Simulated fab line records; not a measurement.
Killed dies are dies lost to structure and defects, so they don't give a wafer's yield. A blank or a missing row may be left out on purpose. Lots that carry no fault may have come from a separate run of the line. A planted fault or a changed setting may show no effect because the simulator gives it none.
fab line records | flow sky130
[record] lots = 12 | wafers = 36 | last-day = 50
route steps=708 shown CAP2M@615 VIA4@660 METAL5@662
lots that met no fault: from a run of the same line without faults
start-h: start of the lot's first displayed wafer, in hours after the record's first day | wait-h: time in hours since the lot's previous step | " repeats the value in the row above | L1.1+2: a single row standing in for several wafers | - no value present, or no start provided | * or withheld: withheld | < > ~ a bound
route shown NAME@n: NAME is a module with steps in the file, n the number in the route of the first one | usual: the fault-free wafers' mean and standard deviation | same: alike in all rows | chamber/n: place in a boat | sites: the reading at each site | _std_site: standard deviation of those values | _edge_site: inner sites' mean taken away from outer sites' mean | radius-mm: for every site, how far away it sits from the centre of the wafer | mask NAME#n: copy n | behind: the most recent tool/chamber to have shaped the wafer | hold: the reason the lot was held/the length of the hold in hours/how it ended | device: the transistor (n, p or np) that didn't switch | end of line: the route-end tests of the same wafers | for a step that has no rows: nothing shown but its recipe | killed: at the first sort, the dies lost to defects and structure; wafer yield is something else | map: a wafer's dies, x killed, . not, _ none there
set.NAME: setting as actually run; set.NAME@STEP: the setting as run at that earlier step | model.NAME: the simulator's own value behind a step, which no gauge read
a sample of lots followed through the steps of the route, with each step as a table and each wafer as a row
services: a tool's chamber out of use, with start hour (start-h, from the record's first day; less than 0 if before it), hours out, and reason
[[steps]]
[step SKY_CAP2M_OVL_MEAS_12]
[usual] CAP2M_OVL = 0.1/1.3
lot.wafer | tool       | chamber | start-h | wait-h | CAP2M_OVL[nm]
L826.1    | overlay-01 | -       | 953.97  | 0.1    | 1.0
L826.3    | "          | -       | "       | "      | 0.1
L826.6    | "          | -       | "       | "      | -0.3
L828.1    | overlay-01 | -       | 972.08  | 0.1    | -1.1
L828.3    | "          | -       | "       | "      | -1.8
L828.4    | "          | -       | "       | "      | -1.5
L829.1    | overlay-01 | -       | 981.93  | 0.1    | 0.2
L829.2    | "          | -       | "       | "      | -0.9
L829.5    | "          | -       | "       | "      | -2.5
L832.2    | overlay-01 | -       | 1002.48 | 0.1    | -1.5
L832.3    | "          | -       | "       | "      | 0.4
L832.4    | "          | -       | "       | "      | -0.1
L840.1    | overlay-01 | -       | 1062.47 | 0.1    | 0.3
L840.3    | "          | -       | "       | "      | 0.9
L840.4    | "          | -       | "       | "      | -1.0
L842.1    | overlay-02 | -       | 1066.13 | 0.1    | 1.1
L842.2    | "          | -       | "       | "      | 0.0
L842.3    | "          | -       | "       | "      | 0.6
L841.3    | overlay-02 | -       | 1068.69 | 0.1    | -0.6
L841.4    | "          | -       | "       | "      | -0.4
L841.5    | "          | -       | "       | "      | -0.5
L844.2    | overlay-02 | -       | 1080.08 | 0.1    | -2.0
L844.3    | "          | -       | "       | "      | -2.0
L844.4    | "          | -       | "       | "      | 0.6
L847.2    | overlay-01 | -       | 1093.28 | 0.1    | 0.3
L847.4    | "          | -       | "       | "      | 0.3
L847.5    | "          | -       | "       | "      | 1.8
L846.1    | overlay-01 | -       | 1097.75 | 0.1    | 1.5
L846.4    | "          | -       | "       | "      | 1.1
L846.5    | "          | -       | "       | "      | 0.8
L849.3    | overlay-02 | -       | 1102.39 | 0.1    | -0.3
L849.4    | "          | -       | "       | "      | 2.1
L849.6    | "          | -       | "       | "      | 1.8
L848.1    | overlay-01 | -       | 1104.25 | 0.1    | 0.6
L848.5    | "          | -       | "       | "      | 0.4
L848.6    | "          | -       | "       | "      | -1.2
[step SKY_VIA4_CMP_21]
[recipe] stop-on = SiO2 | t-overpolish-s = 25 | down-force-psi = 3.5 | platen-rpm = 60 | target-thk-nm = 0 | pad-velocity-m-s = 0.94248
[usual] edge-zone-pressure-frac = 1.000/0.0052 | motor-current-A = 10.4/1.3 | overpolish-run-s = 24.999/0.0085 | time-to-endpoint-s = 123/5.3
lot.wafer | tool   | chamber | start-h | wait-h | edge-zone-pressure-frac | motor-current-A | overpolish-run-s | time-to-endpoint-s
L826.1    | cmp-01 | 1       | 1003.92 | 0.1    | 0.995                   | 9.0             | 25.002           | 118
L826.3    | "      | 2       | "       | "      | 1.012                   | 9.3             | 25.006           | 119
L826.6    | "      | 0       | "       | "      | 1.004                   | 11.1            | 24.995           | 113
L828.4    | cmp-01 | 0       | 1022.00 | 0.0    | 0.998                   | 11.3            | 25.002           | 118
L828.3    | "      | 1       | "       | "      | 0.996                   | 8.7             | 24.991           | 118
L828.1    | "      | 3       | "       | "      | 1.000                   | 10.6            | 24.997           | 119
L829.2    | cmp-01 | 1       | 1031.62 | 0.0    | 1.003                   | 8.6             | 24.990           | 119
L829.1    | "      | 2       | "       | "      | 1.007                   | 9.9             | 25.009           | 124
L829.5    | "      | 1       | "       | "      | 0.993                   | 8.7             | 24.999           | 121
L832.4    | cmp-02 | 2       | 1050.54 | 0.0    | 1.011                   | 12.1            | 25.001           | 124
L832.2    | "      | 3       | "       | "      | 1.005                   | 11.9            | 24.991           | 126
L832.3    | "      | 0       | "       | "      | 0.993                   | 9.4             | 25.018           | 127
L840.3    | cmp-02 | 1       | 1106.79 | 0.0    | 1.003                   | 10.1            | 24.998           | 127
L840.1    | "      | 2       | "       | "      | 0.999                   | 12.9            | 25.005           | 125
L840.4    | "      | 0       | "       | "      | 1.003                   | 9.8             | 24.993           | 124
L842.3    | cmp-02 | 1       | 1109.83 | 0.1    | 0.999                   | 10.4            | 25.000           | 132
L842.1    | "      | 3       | "       | "      | 1.001                   | 11.6            | 24.998           | 129
L842.2    | "      | 0       | "       | "      | 0.992                   | 9.1             | 24.995           | 130
L841.4    | cmp-01 | 2       | 1112.49 | 0.1    | 1.004                   | 9.1             | 24.999           | 118
L841.3    | "      | 0       | "       | "      | 0.991                   | 12.0            | 25.002           | 115
L841.5    | "      | 2       | "       | "      | 0.995                   | 8.9             | 24.985           | 121
L844.3    | cmp-01 | 1       | 1122.64 | 0.0    | 1.000                   | 8.6             | 25.001           | 124
L844.4    | "      | 3       | "       | "      | 0.999                   | 10.4            | 24.983           | 123
L844.2    | "      | 0       | "       | "      | 1.009                   | 11.2            | 25.008           | 117
L847.2    | cmp-01 | 2       | 1135.79 | 0.0    | 1.011                   | 9.5             | 24.989           | 123
L847.4    | "      | 0       | "       | "      | 1.004                   | 11.1            | 24.993           | 122
L847.5    | "      | 2       | "       | "      | 1.003                   | 9.6             | 24.994           | 121
L846.4    | cmp-01 | 0       | 1140.42 | 0.0    | 0.999                   | 11.1            | 24.998           | 118
L846.1    | "      | 2       | "       | "      | 0.997                   | 9.1             | 25.006           | 127
L846.5    | "      | 0       | "       | "      | 0.995                   | 11.2            | 24.999           | 116
L849.4    | cmp-01 | 3       | 1145.11 | 0.0    | 0.996                   | 10.7            | 24.997           | 123
L849.3    | "      | 0       | "       | "      | 1.001                   | 11.6            | 24.982           | 120
L849.6    | "      | 3       | "       | "      | 1.005                   | 10.7            | 24.992           | 120
L848.1    | cmp-02 | 3       | 1147.33 | 0.6    | 1.005                   | 11.8            | 24.999           | 124
L848.5    | "      | 1       | "       | "      | 1.000                   | 10.0            | 24.997           | 126
L848.6    | "      | 2       | "       | "      | 1.003                   | 12.8            | 24.998           | 120
[step SKY_METAL5_SPUTTER_01]
[recipe] material = TiN | target-thk-nm = 20 | power-w = 6500 | time-s = 16.7 | chamber-pressure-pa = 0.4
[usual] cathode-dc-power-W = 6499.9/1.2 | throttle-valve-pct = 30.0/0.89
lot.wafer | tool           | chamber | start-h | wait-h | cathode-dc-power-W | throttle-valve-pct
L826.1    | pvd-sputter-04 | -       | 1004.19 | 0.0    | 6498.6             | 29.8
L826.3    | "              | -       | "       | "      | 6500.5             | 30.0
L826.6    | "              | -       | "       | "      | 6499.2             | 28.7
L828.1    | pvd-sputter-01 | -       | 1022.32 | 0.0    | 6501.0             | 29.4
L828.3    | "              | -       | "       | "      | 6499.1             | 29.1
L828.4    | "              | -       | "       | "      | 6501.4             | 31.4
L829.1    | pvd-sputter-01 | -       | 1031.94 | 0.0    | 6500.5             | 29.0
L829.2    | "              | -       | "       | "      | 6501.4             | 31.8
L829.5    | "              | -       | "       | "      | 6499.6             | 29.5
L832.2    | pvd-sputter-04 | -       | 1050.87 | 0.0    | 6500.2             | 30.1
L832.3    | "              | -       | "       | "      | 6500.4             | 30.7
L832.4    | "              | -       | "       | "      | 6500.9             | 28.8
L840.1    | pvd-sputter-04 | -       | 1107.11 | 0.0    | 6500.1             | 30.9
L840.3    | "              | -       | "       | "      | 6499.8             | 29.9
L840.4    | "              | -       | "       | "      | 6500.6             | 29.7
L842.1    | pvd-sputter-02 | -       | 1110.16 | 0.0    | 6499.8             | 29.8
L842.2    | "              | -       | "       | "      | 6499.9             | 29.8
L842.3    | "              | -       | "       | "      | 6498.0             | 30.7
L841.3    | pvd-sputter-04 | -       | 1112.77 | 0.0    | 6500.8             | 29.9
L841.4    | "              | -       | "       | "      | 6498.2             | 29.7
L841.5    | "              | -       | "       | "      | 6501.0             | 28.7
L844.2    | pvd-sputter-04 | -       | 1122.96 | 0.0    | 6499.3             | 28.8
L844.3    | "              | -       | "       | "      | 6500.5             | 31.0
L844.4    | "              | -       | "       | "      | 6497.7             | 30.2
L847.2    | pvd-sputter-01 | -       | 1136.11 | 0.0    | 6499.1             | 29.3
L847.4    | "              | -       | "       | "      | 6498.7             | 29.1
L847.5    | "              | -       | "       | "      | 6498.6             | 31.7
L846.1    | pvd-sputter-01 | -       | 1140.74 | 0.0    | 6500.1             | 31.4
L846.4    | "              | -       | "       | "      | 6500.4             | 29.4
L846.5    | "              | -       | "       | "      | 6497.7             | 28.9
L849.3    | pvd-sputter-04 | -       | 1145.43 | 0.0    | 6502.0             | 28.8
L849.4    | "              | -       | "       | "      | 6502.9             | 29.8
L849.6    | "              | -       | "       | "      | 6500.2             | 30.9
L848.1    | pvd-sputter-04 | -       | 1147.56 | 0.0    | 6499.8             | 28.8
L848.5    | "              | -       | "       | "      | 6500.4             | 29.7
L848.6    | "              | -       | "       | "      | 6499.8             | 28.5
[step SKY_METAL5_STRIP_17]
[recipe] chemistry = post-etch-residue-remover | time-s = 1200 | temp-c = 72.5
[usual] bath-guard-temp-C = 72.3/0.5 | bath-heat-duty-pct = 14.6/1.3 | temp-c = 72.47/0.12
lot.wafer | tool         | chamber | start-h | wait-h | bath-guard-temp-C | bath-heat-duty-pct | temp-c
L826.1    | wet-bench-03 | 1       | 1027.24 | 0.1    | 73.4              | 16.4               | 72.53
L826.3    | "            | 1       | "       | "      | 73.4              | 16.8               | 72.60
L826.6    | "            | 1       | "       | "      | 73.2              | 15.7               | 72.42
L828.1    | wet-bench-03 | 3       | 1044.95 | 0.1    | 72.5              | 12.7               | 72.43
L828.3    | "            | 3       | "       | "      | 72.4              | 13.4               | 72.35
L828.4    | "            | 3       | "       | "      | 72.0              | 13.9               | 72.40
L829.1    | wet-bench-01 | 3       | 1055.12 | 0.1    | 72.6              | 16.3               | 72.47
L829.2    | "            | 3       | "       | "      | 72.2              | 16.1               | 72.44
L829.5    | "            | 3       | "       | "      | 71.8              | 15.6               | 72.53
L832.2    | wet-bench-04 | 3       | 1072.96 | 0.1    | 71.7              | 16.0               | 72.39
L832.3    | "            | 3       | "       | "      | 71.8              | 14.4               | 72.55
L832.4    | "            | 3       | "       | "      | 71.5              | 14.9               | 72.47
L840.1    | wet-bench-03 | 0       | 1127.75 | 0.1    | -                 | -                  | -
L840.3    | "            | 0       | "       | "      | -                 | -                  | -
L840.4    | "            | 0       | "       | "      | -                 | -                  | -
L842.1    | wet-bench-03 | 0       | 1129.65 | 0.1    | 72.6              | 14.1               | 72.63
L842.2    | "            | 0       | "       | "      | 72.4              | 14.9               | 72.56
L842.3    | "            | 0       | "       | "      | 72.8              | 13.7               | 72.64
L841.3    | wet-bench-03 | 3       | 1132.99 | 0.0    | -                 | -                  | -
L841.4    | "            | 3       | "       | "      | -                 | -                  | -
L841.5    | "            | 3       | "       | "      | -                 | -                  | -
L844.2    | wet-bench-03 | 0       | 1142.59 | 0.1    | 72.8              | 14.3               | 72.37
L844.3    | "            | 0       | "       | "      | 72.6              | 13.5               | 72.57
L844.4    | "            | 0       | "       | "      | 72.9              | 14.8               | 72.45
L847.2    | wet-bench-04 | 2       | 1154.76 | 0.1    | 72.3              | 14.6               | 72.58
L847.4    | "            | 2       | "       | "      | 72.1              | 13.9               | 72.77
L847.5    | "            | 2       | "       | "      | 72.1              | 14.4               | 72.54
L846.1    | wet-bench-03 | 2       | 1158.49 | 0.1    | 71.6              | 17.4               | 72.49
L846.4    | "            | 2       | "       | "      | 71.7              | 17.6               | 72.41
L846.5    | "            | 2       | "       | "      | 71.5              | 17.5               | 72.49
L849.3    | wet-bench-03 | 3       | 1163.56 | 0.0    | 71.9              | 13.8               | 72.66
L849.4    | "            | 3       | "       | "      | 72.3              | 14.2               | 72.56
L849.6    | "            | 3       | "       | "      | 72.1              | 14.0               | 72.44
L848.1    | wet-bench-01 | 1       | 1165.96 | 0.1    | 72.6              | 13.4               | 72.17
L848.5    | "            | 1       | "       | "      | 72.4              | 13.6               | 72.52
L848.6    | "            | 1       | "       | "      | 72.2              | 14.0               | 72.32
[[services]]
tool           | chamber | start-h | hours | kind
pvd-sputter-01 | -       | 986.96  | 1.9   | repair
pvd-sputter-01 | -       | 991.91  | 1.4   | repair
cmp-02         | -       | 992.23  | 1.6   | repair
wet-bench-03   | -       | 1011.99 | 0.8   | repair
pvd-sputter-04 | -       | 1030.74 | 2.0   | repair
pvd-sputter-04 | -       | 1030.76 | 1.6   | repair
cmp-01         | -       | 1055.68 | 0.8   | repair
pvd-sputter-01 | -       | 1064.10 | 3.9   | repair
cmp-02         | -       | 1088.54 | 4.0   | pm
cmp-02         | -       | 1092.54 | -     | consumable-replace:conditioner
cmp-02         | -       | 1092.54 | -     | consumable-replace:pad
pvd-sputter-02 | -       | 1143.57 | 1.7   | repair
cmp-01         | -       | 1146.40 | 10.5  | pm
cmp-02         | -       | 1156.94 | 9.4   | pm
[[key]]
[first-sign] step = SKY_METAL5_STRIP_17 | reading = tool-record | direction = missing
effect none on later readings
met-at SKY_METAL5_STRIP_17
struck-lots L840,L841
not-acting-at SKY_CAP2M_OVL_MEAS_12,SKY_VIA4_CMP_21,SKY_METAL5_SPUTTER_01
onset-between 1044.95 1127.75
[fault] kind = skipped-step-whole | tool = wet-bench-03 | chamber = - | onset-h = 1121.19 | steps = SKY_METAL5_STRIP_17 | scope = struck-lots-only
